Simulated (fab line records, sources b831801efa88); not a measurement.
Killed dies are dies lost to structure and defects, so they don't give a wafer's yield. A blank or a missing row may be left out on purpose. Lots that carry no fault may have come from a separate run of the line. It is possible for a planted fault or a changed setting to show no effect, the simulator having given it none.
Chamber matching || flow sky130 || cmp-02 running SKY_VIA2_CMP_02: 4 sister chambers
The step polishes SiO2. 8 wafers are shown with their chamber, then 12 later ones without.

== WAFERS PAIRED WITH THEIR CHAMBERS ==
{"wafer": "L086.1", "chamber": 0, "motor current A (A)": 12.2, "head pressure psi (psi)": 4.007}
{"wafer": "L088.3", "chamber": 0, "motor current A (A)": 12.2, "head pressure psi (psi)": 3.995}
{"wafer": "L088.6", "chamber": 1, "motor current A (A)": 11.2, "head pressure psi (psi)": 4.007}
{"wafer": "L089.2", "chamber": 3, "motor current A (A)": 14.7, "head pressure psi (psi)": 4.001}
{"wafer": "L089.6", "chamber": 3, "motor current A (A)": 13.1, "head pressure psi (psi)": 3.990}
{"wafer": "L092.2", "chamber": 1, "motor current A (A)": 11.2, "head pressure psi (psi)": 3.997}
{"wafer": "L092.4", "chamber": 2, "motor current A (A)": 12.5, "head pressure psi (psi)": 4.003}
{"wafer": "L092.5", "chamber": 2, "motor current A (A)": 12.1, "head pressure psi (psi)": 3.999}

== WAFERS WITHOUT THEIR CHAMBER ==
{"wafer": "L090.2", "motor current A (A)": 11.6, "head pressure psi (psi)": 4.014}
{"wafer": "L090.3", "motor current A (A)": 14.2, "head pressure psi (psi)": 4.001}
{"wafer": "L090.5", "motor current A (A)": 11.8, "head pressure psi (psi)": 4.010}
{"wafer": "L091.2", "motor current A (A)": 10.9, "head pressure psi (psi)": 3.986}
{"wafer": "L091.4", "motor current A (A)": 13.5, "head pressure psi (psi)": 4.005}
{"wafer": "L091.5", "motor current A (A)": 12.1, "head pressure psi (psi)": 4.011}
{"wafer": "L093.1", "motor current A (A)": 11.2, "head pressure psi (psi)": 4.010}
{"wafer": "L093.2", "motor current A (A)": 14.0, "head pressure psi (psi)": 3.993}
{"wafer": "L093.4", "motor current A (A)": 13.0, "head pressure psi (psi)": 3.992}
{"wafer": "L094.1", "motor current A (A)": 11.1, "head pressure psi (psi)": 4.002}
{"wafer": "L094.2", "motor current A (A)": 14.5, "head pressure psi (psi)": 3.996}
{"wafer": "L094.6", "motor current A (A)": 11.8, "head pressure psi (psi)": 4.004}

== CHAMBER TAKEN BY EACH ==
{"wafer": "L090.2", "from the rows above": "can't be placed: 1 or 0 or 2", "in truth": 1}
{"wafer": "L090.3", "from the rows above": 3, "in truth": 3}
{"wafer": "L090.5", "from the rows above": "can't be placed: 0 or 1 or 2", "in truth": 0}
{"wafer": "L091.2", "from the rows above": "can't be placed: 1 or 0 or 2", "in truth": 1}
{"wafer": "L091.4", "from the rows above": "can't be placed: 3 or 2 or 0", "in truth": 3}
{"wafer": "L091.5", "from the rows above": "can't be placed: 0 or 2 or 1", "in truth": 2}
{"wafer": "L093.1", "from the rows above": "can't be placed: 1 or 0 or 2", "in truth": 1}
{"wafer": "L093.2", "from the rows above": 3, "in truth": 3}
{"wafer": "L093.4", "from the rows above": "can't be placed: 3 or 2 or 0 or 1", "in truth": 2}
{"wafer": "L094.1", "from the rows above": "can't be placed: 1 or 0 or 2", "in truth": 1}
{"wafer": "L094.2", "from the rows above": 3, "in truth": 3}
{"wafer": "L094.6", "from the rows above": "can't be placed: 0 or 2 or 1", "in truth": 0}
Correct placement for 3 of the 12. Not placeable from these rows: 9 (in 9, the candidates include the true chamber). Number placed wrongly: 0.
How it was worked out, from the rows above alone: a wafer's distance from a chamber is the root of the sum, over the readings, of the square of ((its reading less the chamber's mean) divided by the reading's scatter). If the next closest chamber is less than 2 further off than the closest, the wafer can't be placed; otherwise it belongs to the closest. For every chamber, the mean is computed from those of its wafers that are shown. The scatter: take each reading less its chamber's mean, square it, sum over the shown wafers, divide by the number of wafers less the number of chambers, and take the root.
